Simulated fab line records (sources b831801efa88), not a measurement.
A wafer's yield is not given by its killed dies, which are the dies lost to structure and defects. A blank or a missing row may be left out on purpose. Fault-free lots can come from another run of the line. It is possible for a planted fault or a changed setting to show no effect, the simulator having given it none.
fab line records :: flow gf180mcu
[record]
  lots = 14
  wafers = 42
  last-day = 34
route steps=602 shown HV_LDD@210
lots that met no fault: from a run of the same line without faults
start-h: hours from the record's first day to the start of the lot's first wafer shown :: wait-h: hours since the lot's step before :: " as in the row above :: L1.1+2: one row covering several wafers at once :: - no value, or no start given :: * or withheld: withheld :: < > ~ a bound
route shown NAME@n: a module of which the file shows steps, and the number in the route of the first :: usual: the fault-free wafers' mean and standard deviation :: same: alike in all rows :: chamber/n: place in a boat :: sites: readings site by site :: _std_site: their standard deviation :: _edge_site: outer sites' mean less inner sites' :: radius-mm: for every site, how far away it sits from the centre of the wafer :: mask NAME#n: copy n :: behind: the last tool/chamber to shape the wafer :: hold: why the lot went on hold/how many hours it stayed there/how the hold came to an end :: device: transistor that didn't switch, given as n, p or np :: end of line: the tests these same wafers got at the end of their route :: where a step has no rows: the recipe by itself :: killed: at the first sort, the dies lost to defects and structure; wafer yield is something else :: map: per-die view of a wafer (x killed, . not killed, _ where there is no die)
set.NAME: the setting the step ran with; set.NAME@STEP: the setting that earlier step ran with :: model.NAME: the simulator's own value behind a step, which no gauge read
steps of the route over a sample of lots; a table a step, a row a wafer
services: from which hour (start-h, from the record's first day; less than 0 if before it) a tool's chamber was out of use, for how many hours, and why
[[steps]]
[step GF_HV_LDD_IMPLANT_34]
[recipe]
  species = P
  energy-kev = 60
  dose-cm2 = 7.5e+12
  tilt-deg = 30
  rotation-deg = 90
[usual]
  beam-energy-keV = 59.998/0.02
  beam-on-s = 9.99/0.19
  dose-ions-cm2 = 7.497e+12/8.7e+09
  faraday-current-uA = 42.3/0.8
  rotation-deg = 89.999/0.023
lot.wafer: L823.4
tool: implanter-02
chamber: 0
start-h: 250.19
wait-h: 0.1
beam-energy-keV: 59.975
beam-on-s: 9.99
dose-ions-cm2: 7.498e+12
faraday-current-uA: 42.2
rotation-deg: 90.036

lot.wafer: L823.5
tool: implanter-02
chamber: 0
start-h: 250.19
wait-h: 0.1
beam-energy-keV: 60.016
beam-on-s: 10.11
dose-ions-cm2: 7.507e+12
faraday-current-uA: 41.7
rotation-deg: 90.006

lot.wafer: L823.6
tool: implanter-02
chamber: 0
start-h: 250.19
wait-h: 0.1
beam-energy-keV: 59.980
beam-on-s: 9.99
dose-ions-cm2: 7.494e+12
faraday-current-uA: 42.1
rotation-deg: 90.003

lot.wafer: L824.2
tool: implanter-03
chamber: 0
start-h: 261.77
wait-h: 0.1
beam-energy-keV: 60.003
beam-on-s: 10.29
dose-ions-cm2: 7.498e+12
faraday-current-uA: 40.9
rotation-deg: 90.001

lot.wafer: L824.3
tool: implanter-03
chamber: 0
start-h: 261.77
wait-h: 0.1
beam-energy-keV: 60.034
beam-on-s: 10.23
dose-ions-cm2: 7.499e+12
faraday-current-uA: 41.3
rotation-deg: 90.013

lot.wafer: L824.4
tool: implanter-03
chamber: 0
start-h: 261.77
wait-h: 0.1
beam-energy-keV: 60.017
beam-on-s: 9.98
dose-ions-cm2: 7.488e+12
faraday-current-uA: 42.3
rotation-deg: 90.012

lot.wafer: L825.2
tool: implanter-04
chamber: 0
start-h: 270.24
wait-h: 0.1
beam-energy-keV: 59.956
beam-on-s: 9.85
dose-ions-cm2: 7.478e+12
faraday-current-uA: 43.2
rotation-deg: 89.976

lot.wafer: L825.4
tool: implanter-04
chamber: 0
start-h: 270.24
wait-h: 0.1
beam-energy-keV: 59.980
beam-on-s: 9.91
dose-ions-cm2: 7.496e+12
faraday-current-uA: 42.8
rotation-deg: 89.978

lot.wafer: L825.6
tool: implanter-04
chamber: 0
start-h: 270.24
wait-h: 0.1
beam-energy-keV: 59.975
beam-on-s: 9.94
dose-ions-cm2: 7.485e+12
faraday-current-uA: 42.3
rotation-deg: 89.977

lot.wafer: L827.1
tool: implanter-03
chamber: 0
start-h: 283.12
wait-h: 0.1
beam-energy-keV: 60.001
beam-on-s: 9.92
dose-ions-cm2: 7.499e+12
faraday-current-uA: 42.6
rotation-deg: 89.973

lot.wafer: L827.4
tool: implanter-03
chamber: 0
start-h: 283.12
wait-h: 0.1
beam-energy-keV: 59.984
beam-on-s: 10.03
dose-ions-cm2: 7.498e+12
faraday-current-uA: 42.2
rotation-deg: 90.032

lot.wafer: L827.5
tool: implanter-03
chamber: 0
start-h: 283.12
wait-h: 0.1
beam-energy-keV: 59.984
beam-on-s: 9.90
dose-ions-cm2: 7.481e+12
faraday-current-uA: 42.8
rotation-deg: 89.982

lot.wafer: L828.1
tool: implanter-03
chamber: 0
start-h: 292.09
wait-h: 0.1
beam-energy-keV: 59.979
beam-on-s: 9.77
dose-ions-cm2: 7.499e+12
faraday-current-uA: 43.1
rotation-deg: 89.991

lot.wafer: L828.2
tool: implanter-03
chamber: 0
start-h: 292.09
wait-h: 0.1
beam-energy-keV: 59.963
beam-on-s: 9.84
dose-ions-cm2: 7.491e+12
faraday-current-uA: 43.3
rotation-deg: 90.018

lot.wafer: L828.5
tool: implanter-03
chamber: 0
start-h: 292.09
wait-h: 0.1
beam-energy-keV: 59.955
beam-on-s: 10.06
dose-ions-cm2: 7.501e+12
faraday-current-uA: 41.8
rotation-deg: 90.000

lot.wafer: L829.1
tool: implanter-02
chamber: 0
start-h: 301.56
wait-h: 0.1
beam-energy-keV: 59.998
beam-on-s: 9.97
dose-ions-cm2: 7.491e+12
faraday-current-uA: 42.3
rotation-deg: 90.017

lot.wafer: L829.2
tool: implanter-02
chamber: 0
start-h: 301.56
wait-h: 0.1
beam-energy-keV: 59.978
beam-on-s: 9.88
dose-ions-cm2: 7.498e+12
faraday-current-uA: 42.9
rotation-deg: 89.993

lot.wafer: L829.6
tool: implanter-02
chamber: 0
start-h: 301.56
wait-h: 0.1
beam-energy-keV: 60.001
beam-on-s: 10.08
dose-ions-cm2: 7.509e+12
faraday-current-uA: 41.9
rotation-deg: 89.989

lot.wafer: L830.2
tool: implanter-03
chamber: 0
start-h: 309.29
wait-h: 0.1
beam-energy-keV: 60.023
beam-on-s: 10.15
dose-ions-cm2: 7.498e+12
faraday-current-uA: 41.7
rotation-deg: 89.995

lot.wafer: L830.5
tool: implanter-03
chamber: 0
start-h: 309.29
wait-h: 0.1
beam-energy-keV: 60.026
beam-on-s: 9.96
dose-ions-cm2: 7.508e+12
faraday-current-uA: 42.2
rotation-deg: 90.008

lot.wafer: L830.6
tool: implanter-03
chamber: 0
start-h: 309.29
wait-h: 0.1
beam-energy-keV: 60.007
beam-on-s: 10.06
dose-ions-cm2: 7.506e+12
faraday-current-uA: 42.1
rotation-deg: 89.942

lot.wafer: L831.2
tool: implanter-03
chamber: 0
start-h: 317.19
wait-h: 0.1
beam-energy-keV: 59.986
beam-on-s: 10.25
dose-ions-cm2: 7.495e+12
faraday-current-uA: 41.4
rotation-deg: 90.012

lot.wafer: L831.3
tool: implanter-03
chamber: 0
start-h: 317.19
wait-h: 0.1
beam-energy-keV: 60.000
beam-on-s: 10.18
dose-ions-cm2: 7.493e+12
faraday-current-uA: 41.6
rotation-deg: 89.978

lot.wafer: L831.5
tool: implanter-03
chamber: 0
start-h: 317.19
wait-h: 0.1
beam-energy-keV: 59.984
beam-on-s: 9.83
dose-ions-cm2: 7.504e+12
faraday-current-uA: 42.9
rotation-deg: 89.939

lot.wafer: L832.1
tool: implanter-02
chamber: 0
start-h: 326.46
wait-h: 0.1
beam-energy-keV: 60.002
beam-on-s: 9.91
dose-ions-cm2: 7.495e+12
faraday-current-uA: 42.7
rotation-deg: 90.017

lot.wafer: L832.3
tool: implanter-02
chamber: 0
start-h: 326.46
wait-h: 0.1
beam-energy-keV: 59.994
beam-on-s: 10.28
dose-ions-cm2: 7.493e+12
faraday-current-uA: 41.1
rotation-deg: 89.978

lot.wafer: L832.5
tool: implanter-02
chamber: 0
start-h: 326.46
wait-h: 0.1
beam-energy-keV: 59.999
beam-on-s: 9.83
dose-ions-cm2: 7.504e+12
faraday-current-uA: 43.2
rotation-deg: 90.021

lot.wafer: L837.1
tool: implanter-03
chamber: -
start-h: 368.79
wait-h: 0.1
beam-energy-keV: -
beam-on-s: -
dose-ions-cm2: -
faraday-current-uA: -
rotation-deg: -

lot.wafer: L837.2
tool: implanter-03
chamber: -
start-h: 368.79
wait-h: 0.1
beam-energy-keV: -
beam-on-s: -
dose-ions-cm2: -
faraday-current-uA: -
rotation-deg: -

lot.wafer: L837.6
tool: implanter-03
chamber: -
start-h: 368.79
wait-h: 0.1
beam-energy-keV: -
beam-on-s: -
dose-ions-cm2: -
faraday-current-uA: -
rotation-deg: -

lot.wafer: L838.2
tool: implanter-03
chamber: -
start-h: 373.39
wait-h: 0.1
beam-energy-keV: -
beam-on-s: -
dose-ions-cm2: -
faraday-current-uA: -
rotation-deg: -

lot.wafer: L838.4
tool: implanter-03
chamber: -
start-h: 373.39
wait-h: 0.1
beam-energy-keV: -
beam-on-s: -
dose-ions-cm2: -
faraday-current-uA: -
rotation-deg: -

lot.wafer: L838.5
tool: implanter-03
chamber: -
start-h: 373.39
wait-h: 0.1
beam-energy-keV: -
beam-on-s: -
dose-ions-cm2: -
faraday-current-uA: -
rotation-deg: -

lot.wafer: L844.2
tool: implanter-02
chamber: 0
start-h: 418.62
wait-h: 0.1
beam-energy-keV: 59.978
beam-on-s: 10.37
dose-ions-cm2: 7.502e+12
faraday-current-uA: 40.8
rotation-deg: 90.001

lot.wafer: L844.4
tool: implanter-02
chamber: 0
start-h: 418.62
wait-h: 0.1
beam-energy-keV: 59.995
beam-on-s: 10.17
dose-ions-cm2: 7.516e+12
faraday-current-uA: 41.6
rotation-deg: 90.023

lot.wafer: L844.5
tool: implanter-02
chamber: 0
start-h: 418.62
wait-h: 0.1
beam-energy-keV: 60.014
beam-on-s: 9.99
dose-ions-cm2: 7.514e+12
faraday-current-uA: 42.3
rotation-deg: 90.060

lot.wafer: L845.3
tool: implanter-02
chamber: 0
start-h: 429.06
wait-h: 0.1
beam-energy-keV: 59.994
beam-on-s: 10.44
dose-ions-cm2: 7.5e+12
faraday-current-uA: 40.7
rotation-deg: 90.004

lot.wafer: L845.4
tool: implanter-02
chamber: 0
start-h: 429.06
wait-h: 0.1
beam-energy-keV: 60.026
beam-on-s: 10.18
dose-ions-cm2: 7.506e+12
faraday-current-uA: 41.6
rotation-deg: 89.977

lot.wafer: L845.6
tool: implanter-02
chamber: 0
start-h: 429.06
wait-h: 0.1
beam-energy-keV: 60.028
beam-on-s: 9.95
dose-ions-cm2: 7.501e+12
faraday-current-uA: 42.2
rotation-deg: 89.994

lot.wafer: L846.1
tool: implanter-02
chamber: 0
start-h: 434.96
wait-h: 0.1
beam-energy-keV: 59.991
beam-on-s: 9.74
dose-ions-cm2: 7.491e+12
faraday-current-uA: 43.5
rotation-deg: 90.022

lot.wafer: L846.2
tool: implanter-02
chamber: 0
start-h: 434.96
wait-h: 0.1
beam-energy-keV: 59.995
beam-on-s: 9.82
dose-ions-cm2: 7.49e+12
faraday-current-uA: 43.1
rotation-deg: 90.037

lot.wafer: L846.5
tool: implanter-02
chamber: 0
start-h: 434.96
wait-h: 0.1
beam-energy-keV: 59.981
beam-on-s: 9.94
dose-ions-cm2: 7.507e+12
faraday-current-uA: 42.8
rotation-deg: 89.996
[step GF_HV_LDD_TW_MEAS_38]
[usual]
  HV_LDD_3_TW = 1442/21
lot.wafer: L823.4
tool: film-metro-01
chamber: -
start-h: 250.70
wait-h: 0.1
HV_LDD_3_TW: 1426

lot.wafer: L823.5
tool: film-metro-01
chamber: -
start-h: 250.70
wait-h: 0.1
HV_LDD_3_TW: 1438

lot.wafer: L823.6
tool: film-metro-01
chamber: -
start-h: 250.70
wait-h: 0.1
HV_LDD_3_TW: 1430

lot.wafer: L824.2
tool: film-metro-01
chamber: -
start-h: 262.37
wait-h: 0.1
HV_LDD_3_TW: 1433

lot.wafer: L824.3
tool: film-metro-01
chamber: -
start-h: 262.37
wait-h: 0.1
HV_LDD_3_TW: 1429

lot.wafer: L824.4
tool: film-metro-01
chamber: -
start-h: 262.37
wait-h: 0.1
HV_LDD_3_TW: 1434

lot.wafer: L825.2
tool: film-metro-01
chamber: -
start-h: 270.78
wait-h: 0.1
HV_LDD_3_TW: 1438

lot.wafer: L825.4
tool: film-metro-01
chamber: -
start-h: 270.78
wait-h: 0.1
HV_LDD_3_TW: 1446

lot.wafer: L825.6
tool: film-metro-01
chamber: -
start-h: 270.78
wait-h: 0.1
HV_LDD_3_TW: 1433

lot.wafer: L827.1
tool: film-metro-03
chamber: -
start-h: 283.67
wait-h: 0.1
HV_LDD_3_TW: 1482

lot.wafer: L827.4
tool: film-metro-03
chamber: -
start-h: 283.67
wait-h: 0.1
HV_LDD_3_TW: 1460

lot.wafer: L827.5
tool: film-metro-03
chamber: -
start-h: 283.67
wait-h: 0.1
HV_LDD_3_TW: 1469

lot.wafer: L828.1
tool: film-metro-01
chamber: -
start-h: 292.64
wait-h: 0.1
HV_LDD_3_TW: 1430

lot.wafer: L828.2
tool: film-metro-01
chamber: -
start-h: 292.64
wait-h: 0.1
HV_LDD_3_TW: 1422

lot.wafer: L828.5
tool: film-metro-01
chamber: -
start-h: 292.64
wait-h: 0.1
HV_LDD_3_TW: 1423

lot.wafer: L829.1
tool: film-metro-01
chamber: -
start-h: 302.11
wait-h: 0.1
HV_LDD_3_TW: 1428

lot.wafer: L829.2
tool: film-metro-01
chamber: -
start-h: 302.11
wait-h: 0.1
HV_LDD_3_TW: 1434

lot.wafer: L829.6
tool: film-metro-01
chamber: -
start-h: 302.11
wait-h: 0.1
HV_LDD_3_TW: 1439

lot.wafer: L830.2
tool: film-metro-03
chamber: -
start-h: 309.83
wait-h: 0.1
HV_LDD_3_TW: 1451

lot.wafer: L830.5
tool: film-metro-03
chamber: -
start-h: 309.83
wait-h: 0.1
HV_LDD_3_TW: 1466

lot.wafer: L830.6
tool: film-metro-03
chamber: -
start-h: 309.83
wait-h: 0.1
HV_LDD_3_TW: 1453

lot.wafer: L831.2
tool: film-metro-02
chamber: -
start-h: 317.72
wait-h: 0.1
HV_LDD_3_TW: 1393

lot.wafer: L831.3
tool: film-metro-02
chamber: -
start-h: 317.72
wait-h: 0.1
HV_LDD_3_TW: 1402

lot.wafer: L831.5
tool: film-metro-02
chamber: -
start-h: 317.72
wait-h: 0.1
HV_LDD_3_TW: 1394

lot.wafer: L832.1
tool: film-metro-03
chamber: -
start-h: 327.07
wait-h: 0.1
HV_LDD_3_TW: 1452

lot.wafer: L832.3
tool: film-metro-03
chamber: -
start-h: 327.07
wait-h: 0.1
HV_LDD_3_TW: 1458

lot.wafer: L832.5
tool: film-metro-03
chamber: -
start-h: 327.07
wait-h: 0.1
HV_LDD_3_TW: 1461

lot.wafer: L837.1
tool: film-metro-02
chamber: -
start-h: 369.34
wait-h: 0.1
HV_LDD_3_TW: 1281

lot.wafer: L837.2
tool: film-metro-02
chamber: -
start-h: 369.34
wait-h: 0.1
HV_LDD_3_TW: 1293

lot.wafer: L837.6
tool: film-metro-02
chamber: -
start-h: 369.34
wait-h: 0.1
HV_LDD_3_TW: 1288

lot.wafer: L838.2
tool: film-metro-02
chamber: -
start-h: 373.92
wait-h: 0.1
HV_LDD_3_TW: 1287

lot.wafer: L838.4
tool: film-metro-02
chamber: -
start-h: 373.92
wait-h: 0.1
HV_LDD_3_TW: 1289

lot.wafer: L838.5
tool: film-metro-02
chamber: -
start-h: 373.92
wait-h: 0.1
HV_LDD_3_TW: 1292

lot.wafer: L844.2
tool: film-metro-03
chamber: -
start-h: 419.15
wait-h: 0.1
HV_LDD_3_TW: 1460

lot.wafer: L844.4
tool: film-metro-03
chamber: -
start-h: 419.15
wait-h: 0.1
HV_LDD_3_TW: 1454

lot.wafer: L844.5
tool: film-metro-03
chamber: -
start-h: 419.15
wait-h: 0.1
HV_LDD_3_TW: 1460

lot.wafer: L845.3
tool: film-metro-01
chamber: -
start-h: 429.58
wait-h: 0.1
HV_LDD_3_TW: 1428

lot.wafer: L845.4
tool: film-metro-01
chamber: -
start-h: 429.58
wait-h: 0.1
HV_LDD_3_TW: 1431

lot.wafer: L845.6
tool: film-metro-01
chamber: -
start-h: 429.58
wait-h: 0.1
HV_LDD_3_TW: 1431

lot.wafer: L846.1
tool: film-metro-03
chamber: -
start-h: 435.53
wait-h: 0.1
HV_LDD_3_TW: 1460

lot.wafer: L846.2
tool: film-metro-03
chamber: -
start-h: 435.53
wait-h: 0.1
HV_LDD_3_TW: 1457

lot.wafer: L846.5
tool: film-metro-03
chamber: -
start-h: 435.53
wait-h: 0.1
HV_LDD_3_TW: 1452
[step GF_HV_LDD_RS_MEAS_53]
[recipe]
  thk-meas-gauge = four-point-probe
[usual]
  HV_LDD_RS = 418.3/0.86
lot.wafer: L823.4
tool: film-metro-01
chamber: -
start-h: 270.04
wait-h: 0.1
HV_LDD_RS[ohm/sq]: 419.4

lot.wafer: L823.5
tool: film-metro-01
chamber: -
start-h: 270.04
wait-h: 0.1
HV_LDD_RS[ohm/sq]: 419.3

lot.wafer: L823.6
tool: film-metro-01
chamber: -
start-h: 270.04
wait-h: 0.1
HV_LDD_RS[ohm/sq]: 419.7

lot.wafer: L824.2
tool: film-metro-01
chamber: -
start-h: 282.60
wait-h: 0.1
HV_LDD_RS[ohm/sq]: 418.7

lot.wafer: L824.3
tool: film-metro-01
chamber: -
start-h: 282.60
wait-h: 0.1
HV_LDD_RS[ohm/sq]: 418.5

lot.wafer: L824.4
tool: film-metro-01
chamber: -
start-h: 282.60
wait-h: 0.1
HV_LDD_RS[ohm/sq]: 417.7

lot.wafer: L825.2
tool: film-metro-03
chamber: -
start-h: 290.96
wait-h: 0.1
HV_LDD_RS[ohm/sq]: 417.0

lot.wafer: L825.4
tool: film-metro-03
chamber: -
start-h: 290.96
wait-h: 0.1
HV_LDD_RS[ohm/sq]: 417.9

lot.wafer: L825.6
tool: film-metro-03
chamber: -
start-h: 290.96
wait-h: 0.1
HV_LDD_RS[ohm/sq]: 417.8

lot.wafer: L827.1
tool: film-metro-01
chamber: -
start-h: 303.94
wait-h: 0.1
HV_LDD_RS[ohm/sq]: 419.2

lot.wafer: L827.4
tool: film-metro-01
chamber: -
start-h: 303.94
wait-h: 0.1
HV_LDD_RS[ohm/sq]: 419.0

lot.wafer: L827.5
tool: film-metro-01
chamber: -
start-h: 303.94
wait-h: 0.1
HV_LDD_RS[ohm/sq]: 417.9

lot.wafer: L828.1
tool: film-metro-02
chamber: -
start-h: 312.67
wait-h: 0.1
HV_LDD_RS[ohm/sq]: 419.5

lot.wafer: L828.2
tool: film-metro-02
chamber: -
start-h: 312.67
wait-h: 0.1
HV_LDD_RS[ohm/sq]: 419.9

lot.wafer: L828.5
tool: film-metro-02
chamber: -
start-h: 312.67
wait-h: 0.1
HV_LDD_RS[ohm/sq]: 419.2

lot.wafer: L829.1
tool: film-metro-02
chamber: -
start-h: 322.35
wait-h: 0.1
HV_LDD_RS[ohm/sq]: 417.7

lot.wafer: L829.2
tool: film-metro-02
chamber: -
start-h: 322.35
wait-h: 0.1
HV_LDD_RS[ohm/sq]: 417.8

lot.wafer: L829.6
tool: film-metro-02
chamber: -
start-h: 322.35
wait-h: 0.1
HV_LDD_RS[ohm/sq]: 417.3

lot.wafer: L830.2
tool: film-metro-03
chamber: -
start-h: 331.49
wait-h: 0.1
HV_LDD_RS[ohm/sq]: 419.7

lot.wafer: L830.5
tool: film-metro-03
chamber: -
start-h: 331.49
wait-h: 0.1
HV_LDD_RS[ohm/sq]: 418.4

lot.wafer: L830.6
tool: film-metro-03
chamber: -
start-h: 331.49
wait-h: 0.1
HV_LDD_RS[ohm/sq]: 418.7

lot.wafer: L831.2
tool: film-metro-03
chamber: -
start-h: 339.57
wait-h: 0.1
HV_LDD_RS[ohm/sq]: 416.8

lot.wafer: L831.3
tool: film-metro-03
chamber: -
start-h: 339.57
wait-h: 0.1
HV_LDD_RS[ohm/sq]: 418.1

lot.wafer: L831.5
tool: film-metro-03
chamber: -
start-h: 339.57
wait-h: 0.1
HV_LDD_RS[ohm/sq]: 417.3

lot.wafer: L832.1
tool: film-metro-03
chamber: -
start-h: 348.40
wait-h: 0.1
HV_LDD_RS[ohm/sq]: 419.3

lot.wafer: L832.3
tool: film-metro-03
chamber: -
start-h: 348.40
wait-h: 0.1
HV_LDD_RS[ohm/sq]: 418.2

lot.wafer: L832.5
tool: film-metro-03
chamber: -
start-h: 348.40
wait-h: 0.1
HV_LDD_RS[ohm/sq]: 418.2

lot.wafer: L837.1
tool: film-metro-01
chamber: -
start-h: 392.21
wait-h: 0.1
HV_LDD_RS[ohm/sq]: 439.3

lot.wafer: L837.2
tool: film-metro-01
chamber: -
start-h: 392.21
wait-h: 0.1
HV_LDD_RS[ohm/sq]: 439.0

lot.wafer: L837.6
tool: film-metro-01
chamber: -
start-h: 392.21
wait-h: 0.1
HV_LDD_RS[ohm/sq]: 439.3

lot.wafer: L838.2
tool: film-metro-01
chamber: -
start-h: 396.94
wait-h: 0.1
HV_LDD_RS[ohm/sq]: 438.7

lot.wafer: L838.4
tool: film-metro-01
chamber: -
start-h: 396.94
wait-h: 0.1
HV_LDD_RS[ohm/sq]: 439.1

lot.wafer: L838.5
tool: film-metro-01
chamber: -
start-h: 396.94
wait-h: 0.1
HV_LDD_RS[ohm/sq]: 438.8

lot.wafer: L844.2
tool: film-metro-03
chamber: -
start-h: 444.19
wait-h: 0.1
HV_LDD_RS[ohm/sq]: 419.3

lot.wafer: L844.4
tool: film-metro-03
chamber: -
start-h: 444.19
wait-h: 0.1
HV_LDD_RS[ohm/sq]: 419.3

lot.wafer: L844.5
tool: film-metro-03
chamber: -
start-h: 444.19
wait-h: 0.1
HV_LDD_RS[ohm/sq]: 418.9

lot.wafer: L845.3
tool: film-metro-03
chamber: -
start-h: 454.88
wait-h: 0.1
HV_LDD_RS[ohm/sq]: 418.0

lot.wafer: L845.4
tool: film-metro-03
chamber: -
start-h: 454.88
wait-h: 0.1
HV_LDD_RS[ohm/sq]: 417.9

lot.wafer: L845.6
tool: film-metro-03
chamber: -
start-h: 454.88
wait-h: 0.1
HV_LDD_RS[ohm/sq]: 418.4

lot.wafer: L846.1
tool: film-metro-03
chamber: -
start-h: 460.72
wait-h: 0.1
HV_LDD_RS[ohm/sq]: 417.9

lot.wafer: L846.2
tool: film-metro-03
chamber: -
start-h: 460.72
wait-h: 0.1
HV_LDD_RS[ohm/sq]: 418.2

lot.wafer: L846.5
tool: film-metro-03
chamber: -
start-h: 460.72
wait-h: 0.1
HV_LDD_RS[ohm/sq]: 417.7
[[services]]
tool: implanter-03
chamber: -
start-h: 251.35
hours: 3.9
kind: pm

tool: implanter-02
chamber: -
start-h: 271.71
hours: 4.8
kind: pm

tool: implanter-04
chamber: -
start-h: 302.57
hours: 6.9
kind: repair

tool: implanter-03
chamber: -
start-h: 326.65
hours: 10.4
kind: repair

tool: implanter-02
chamber: -
start-h: 359.32
hours: 1.4
kind: repair

tool: implanter-04
chamber: -
start-h: 383.94
hours: 1.1
kind: repair
[[key]]
[first-sign]
  step = GF_HV_LDD_IMPLANT_34
  reading = tool-record
  direction = missing
[effect]
  step = GF_HV_LDD_TW_MEAS_38
  reading = HV_LDD_3_TW
  direction = down
  sigmas = 7.5
  usual = 1442
  struck = 1289
[effect]
  step = GF_HV_LDD_RS_MEAS_53
  reading = HV_LDD_RS
  direction = up
  sigmas = 24
  usual = 418.3
  struck = 439.1
met-at GF_HV_LDD_IMPLANT_34
struck-lots L837,L838
later-rows-left-out L837.1,L837.2,L837.6,L838.2,L838.4,L838.5
sort-left-out L837.1,L837.2,L837.6,L838.2,L838.4,L838.5
tester-left-out L837,L838
onset-between 317.19 368.79
[fault]
  kind = skipped-step-whole
  tool = implanter-03
  chamber = -
  onset-h = 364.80
  steps = GF_HV_LDD_IMPLANT_34
  scope = struck-lots-only
// tester-left-out: of these lots the tester's yield and bins aren't shown, on N5 and GAA mostly nor the transistor test; their killed dies are dies lost to structure and defects alone, not to doping, threshold or leakage, so they don't give the yield
// sort-left-out: the simulated sort isn't trusted on such a fault, so these wafers' sort isn't shown, and their yield isn't known
// later-rows-left-out: the simulator's readings of these wafers behind a module that went badly wrong aren't trusted and aren't shown, but for the sort
